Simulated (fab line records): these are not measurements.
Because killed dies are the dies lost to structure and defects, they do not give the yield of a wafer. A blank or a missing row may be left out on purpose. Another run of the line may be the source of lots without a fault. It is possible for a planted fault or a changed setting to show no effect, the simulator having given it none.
fab line records	flow sky130
record lots=12	wafers=36	last_day=50
route steps=708 shown CONTACT@407 METAL2@486
lots that met no fault: taken from a fault-free run of the same line
start_h: the number of hours between the record's first day and the start of the first shown wafer of the lot	wait_h: time in hours since the lot's previous step	" unchanged from the row above	L1.1+2: one row covering several wafers at once	- no value present, or no start provided	* or withheld: withheld	< > ~ a bound
route shown NAME@n: NAME is a module with steps in the file, n the number in the route of the first one	usual: the fault-free wafers' mean and standard deviation	same: alike in all rows	chamber/n: place in a boat	sites: the reading at each site	_std_site: the standard deviation of these	_edge_site: mean of outer sites minus mean of inner sites	radius_mm: for every site, how far away it sits from the centre of the wafer	mask NAME#n: copy n	behind: the tool/chamber that last shaped the wafer	hold: why the lot went on hold/how many hours it stayed there/how the hold came to an end	device: the transistor (n, p or np) that didn't switch	end of line: the same wafers' tests at the end of the route	a step given without rows: its recipe and nothing more	killed: not the wafer's yield, but the dies lost to structure and defects at the first sort	map: per-die view of a wafer (x killed, . not killed, _ where there is no die)
set.NAME: the setting that was run; set.NAME@STEP: the one run at that earlier step	model.NAME: the simulator's own value behind a step, which no gauge read
steps of the route over a sample of lots; a table a step, a row a wafer
services: a tool's chamber out of use, with start hour (start_h, from the record's first day; less than 0 if before it), hours out, and reason
## steps
# step SKY_CONTACT_THK_MEAS_01
# recipe reads=Si3N4_of_CONTACT_CVD_00
# usual CONTACT_CVD_00_THK=74.8/1
lot.wafer	tool	chamber	start_h	wait_h	CONTACT_CVD_00_THK[nm]
L276.1	film_metro-02	-	705.67	-	74.1
L276.3	"	-	"	"	73.7
L276.4	"	-	"	"	75.9
L279.1	film_metro-02	-	735.83	-	76.6
L279.3	"	-	"	"	75.2
L279.4	"	-	"	"	77.3
L280.2	film_metro-01	-	736.38	-	73.1
L280.3	"	-	"	"	74.2
L280.4	"	-	"	"	74.8
L282.1	film_metro-01	-	755.27	-	74.2
L282.3	"	-	"	"	73.6
L282.6	"	-	"	"	75.9
L290.2	film_metro-02	-	824.19	-	71.7
L290.4	"	-	"	"	75.0
L290.6	"	-	"	"	74.4
L291.2	film_metro-01	-	835.81	-	73.4
L291.3	"	-	"	"	75.9
L291.5	"	-	"	"	74.9
L293.1	film_metro-03	-	842.15	-	72.5
L293.3	"	-	"	"	75.1
L293.6	"	-	"	"	74.8
L294.1	film_metro-03	-	847.89	-	75.2
L294.3	"	-	"	"	74.6
L294.5	"	-	"	"	75.9
L295.2	film_metro-03	-	853.07	-	74.4
L295.4	"	-	"	"	75.8
L295.6	"	-	"	"	76.4
L296.1	film_metro-03	-	860.06	-	73.9
L296.4	"	-	"	"	75.1
L296.6	"	-	"	"	75.4
L297.2	film_metro-03	-	868.15	-	74.3
L297.5	"	-	"	"	75.6
L297.6	"	-	"	"	75.6
L298.1	film_metro-01	-	897.64	-	73.5
L298.3	"	-	"	"	73.9
L298.4	"	-	"	"	74.2
# step SKY_CONTACT_OVL_MEAS_15
# usual CONTACT_OVL=-1/4.6
lot.wafer	tool	chamber	start_h	wait_h	CONTACT_OVL[nm]
L276.1	overlay-01	-	734.58	0.1	-7
L276.3	"	-	"	"	-8
L276.4	"	-	"	"	-7
L279.1	overlay-02	-	763.18	0.1	-2
L279.3	"	-	"	"	1
L279.4	"	-	"	"	0
L280.2	overlay-01	-	764.05	0.1	-6
L280.3	"	-	"	"	-8
L280.4	"	-	"	"	2
L282.1	overlay-01	-	782.59	0.1	-2
L282.3	"	-	"	"	-4
L282.6	"	-	"	"	0
L290.2	overlay-01	-	850.65	0.1	6
L290.4	"	-	"	"	-6
L290.6	"	-	"	"	-1
L291.2	overlay-01	-	862.30	0.1	4
L291.3	"	-	"	"	7
L291.5	"	-	"	"	-2
L293.1	overlay-02	-	868.09	0.1	2
L293.3	"	-	"	"	-6
L293.6	"	-	"	"	0
L294.1	overlay-02	-	874.99	0.1	-9
L294.3	"	-	"	"	-7
L294.5	"	-	"	"	-9
L295.2	overlay-02	-	879.14	0.1	6
L295.4	"	-	"	"	7
L295.6	"	-	"	"	5
L296.1	overlay-01	-	886.39	0.1	-1
L296.4	"	-	"	"	4
L296.6	"	-	"	"	-8
L297.2	overlay-02	-	894.39	0.1	-1
L297.5	"	-	"	"	-1
L297.6	"	-	"	"	6
L298.1	overlay-01	-	923.13	0.1	4
L298.3	"	-	"	"	6
L298.4	"	-	"	"	-4
# step SKY_METAL2_SPUTTER_03
# recipe material=Ti	target_thk_nm=5	power_w=3000	time_s=3.3	chamber_pressure_pa=0.4
# usual throttle_valve_pct=30.2/0.9
lot.wafer	tool	chamber	start_h	wait_h	throttle_valve_pct
L276.1	pvd_sputter-04	-	792.40	0.0	31.0
L276.3	"	-	"	"	31.0
L276.4	"	-	"	"	28.8
L279.1	pvd_sputter-02	-	820.06	0.0	30.8
L279.3	"	-	"	"	29.5
L279.4	"	-	"	"	29.1
L280.2	pvd_sputter-04	-	821.78	0.0	30.8
L280.3	"	-	"	"	29.1
L280.4	"	-	"	"	31.0
L282.1	pvd_sputter-04	-	840.83	0.0	30.7
L282.3	"	-	"	"	30.6
L282.6	"	-	"	"	31.0
L290.2	pvd_sputter-02	-	906.96	0.0	30.6
L290.4	"	-	"	"	29.2
L290.6	"	-	"	"	29.6
L291.2	pvd_sputter-04	-	917.72	0.0	31.0
L291.3	"	-	"	"	30.5
L291.5	"	-	"	"	28.9
L293.1	pvd_sputter-02	-	924.20	0.0	29.6
L293.3	"	-	"	"	29.2
L293.6	"	-	"	"	29.1
L294.1	pvd_sputter-04	-	930.24	0.0	31.0
L294.3	"	-	"	"	30.8
L294.5	"	-	"	"	30.7
L295.2	pvd_sputter-04	-	933.76	0.0	30.5
L295.4	"	-	"	"	30.8
L295.6	"	-	"	"	30.6
L296.1	pvd_sputter-02	-	940.40	0.0	29.0
L296.4	"	-	"	"	29.3
L296.6	"	-	"	"	29.2
L297.2	pvd_sputter-04	-	947.90	0.0	30.7
L297.5	"	-	"	"	30.8
L297.6	"	-	"	"	30.6
L298.1	pvd_sputter-03	-	976.29	0.0	29.0
L298.3	"	-	"	"	32.3
L298.4	"	-	"	"	30.7
# step SKY_METAL2_SPUTTER_04
# recipe material=TiN	target_thk_nm=70	power_w=6500	time_s=58.3	chamber_pressure_pa=0.4
# usual throttle_valve_pct=30.3/0.88
lot.wafer	tool	chamber	start_h	wait_h	throttle_valve_pct
L276.1	pvd_sputter-04	-	792.42	0.0	30.7
L276.3	"	-	"	"	30.6
L276.4	"	-	"	"	29.0
L279.1	pvd_sputter-02	-	820.08	0.0	30.8
L279.3	"	-	"	"	29.4
L279.4	"	-	"	"	29.2
L280.2	pvd_sputter-04	-	821.79	0.0	30.7
L280.3	"	-	"	"	28.9
L280.4	"	-	"	"	31.0
L282.1	pvd_sputter-04	-	840.85	0.0	31.1
L282.3	"	-	"	"	30.8
L282.6	"	-	"	"	30.5
L290.2	pvd_sputter-02	-	906.98	0.0	31.2
L290.4	"	-	"	"	29.0
L290.6	"	-	"	"	29.3
L291.2	pvd_sputter-04	-	917.73	0.0	31.0
L291.3	"	-	"	"	30.7
L291.5	"	-	"	"	29.1
L293.1	pvd_sputter-02	-	924.22	0.0	29.6
L293.3	"	-	"	"	29.0
L293.6	"	-	"	"	29.1
L294.1	pvd_sputter-04	-	930.26	0.0	30.6
L294.3	"	-	"	"	30.6
L294.5	"	-	"	"	31.1
L295.2	pvd_sputter-04	-	933.78	0.0	30.7
L295.4	"	-	"	"	31.1
L295.6	"	-	"	"	30.7
L296.1	pvd_sputter-02	-	940.42	0.0	29.3
L296.4	"	-	"	"	29.5
L296.6	"	-	"	"	29.2
L297.2	pvd_sputter-04	-	947.92	0.0	30.6
L297.5	"	-	"	"	30.7
L297.6	"	-	"	"	30.7
L298.1	pvd_sputter-03	-	976.31	0.0	28.9
L298.3	"	-	"	"	32.2
L298.4	"	-	"	"	31.2
# step SKY_METAL2_THK_MEAS_06
# recipe thk_meas_gauge=xrf	reads=AlCu_of_METAL2_SPUTTER_02
# usual METAL2_ALCU_THK=251.2/2.4
lot.wafer	tool	chamber	start_h	wait_h	METAL2_ALCU_THK[nm]
L276.1	film_metro-03	-	792.59	0.1	251.3
L276.3	"	-	"	"	252.3
L276.4	"	-	"	"	249.9
L279.1	film_metro-01	-	820.24	0.1	251.4
L279.3	"	-	"	"	249.8
L279.4	"	-	"	"	251.4
L280.2	film_metro-04	-	821.97	0.1	251.1
L280.3	"	-	"	"	250.8
L280.4	"	-	"	"	247.6
L282.1	film_metro-01	-	841.03	0.1	247.9
L282.3	"	-	"	"	242.9
L282.6	"	-	"	"	245.5
L290.2	film_metro-01	-	907.16	0.1	249.2
L290.4	"	-	"	"	249.8
L290.6	"	-	"	"	247.0
L291.2	film_metro-04	-	917.91	0.1	255.9
L291.3	"	-	"	"	254.2
L291.5	"	-	"	"	254.2
L293.1	film_metro-04	-	924.39	0.1	251.1
L293.3	"	-	"	"	250.9
L293.6	"	-	"	"	251.7
L294.1	film_metro-04	-	930.43	0.1	253.9
L294.3	"	-	"	"	251.8
L294.5	"	-	"	"	252.6
L295.2	film_metro-04	-	933.95	0.1	252.0
L295.4	"	-	"	"	251.0
L295.6	"	-	"	"	252.8
L296.1	film_metro-01	-	940.59	0.1	250.7
L296.4	"	-	"	"	249.6
L296.6	"	-	"	"	249.4
L297.2	film_metro-04	-	948.10	0.1	256.4
L297.5	"	-	"	"	258.1
L297.6	"	-	"	"	257.3
L298.1	film_metro-03	-	976.48	0.1	253.9
L298.3	"	-	"	"	249.7
L298.4	"	-	"	"	250.2
## services
tool	chamber	start_h	hours	kind
pvd_sputter-03	-	904.85	24.6	repair
pvd_sputter-04	0	917.78	-	consumable_replace:kit
pvd_sputter-04	0	917.78	18.0	scheduled_down
pvd_sputter-04	0	917.78	18.0	vent_cycle
pvd_sputter-02	3	923.43	-	consumable_replace:kit
pvd_sputter-02	3	923.43	18.0	scheduled_down
pvd_sputter-02	3	923.43	18.0	vent_cycle
pvd_sputter-04	-	937.41	8.7	repair
pvd_sputter-04	-	964.66	21.3	repair
pvd_sputter-02	-	965.46	5.1	repair
## key
first_sign step=SKY_METAL2_THK_MEAS_06	reading=METAL2_ALCU_THK	direction=down	sigmas=2.9	usual=251.2	struck=244.2
effect none on later readings
met_at SKY_METAL2_SPUTTER_04
struck_lots L282
struck_wafers L282.3,L282.6
not_acting_at SKY_CONTACT_THK_MEAS_01,SKY_CONTACT_OVL_MEAS_15,SKY_METAL2_SPUTTER_03
onset_between 821.79 840.85
fault kind=process_parameter_drift	tool=pvd_sputter-04	chamber=-	onset_h=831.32	steps=SKY_METAL2_SPUTTER_04	channel=time_s	offset=*	shape=step	end_h=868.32	acts_in=*	stated=*	scope=struck_wafers_only
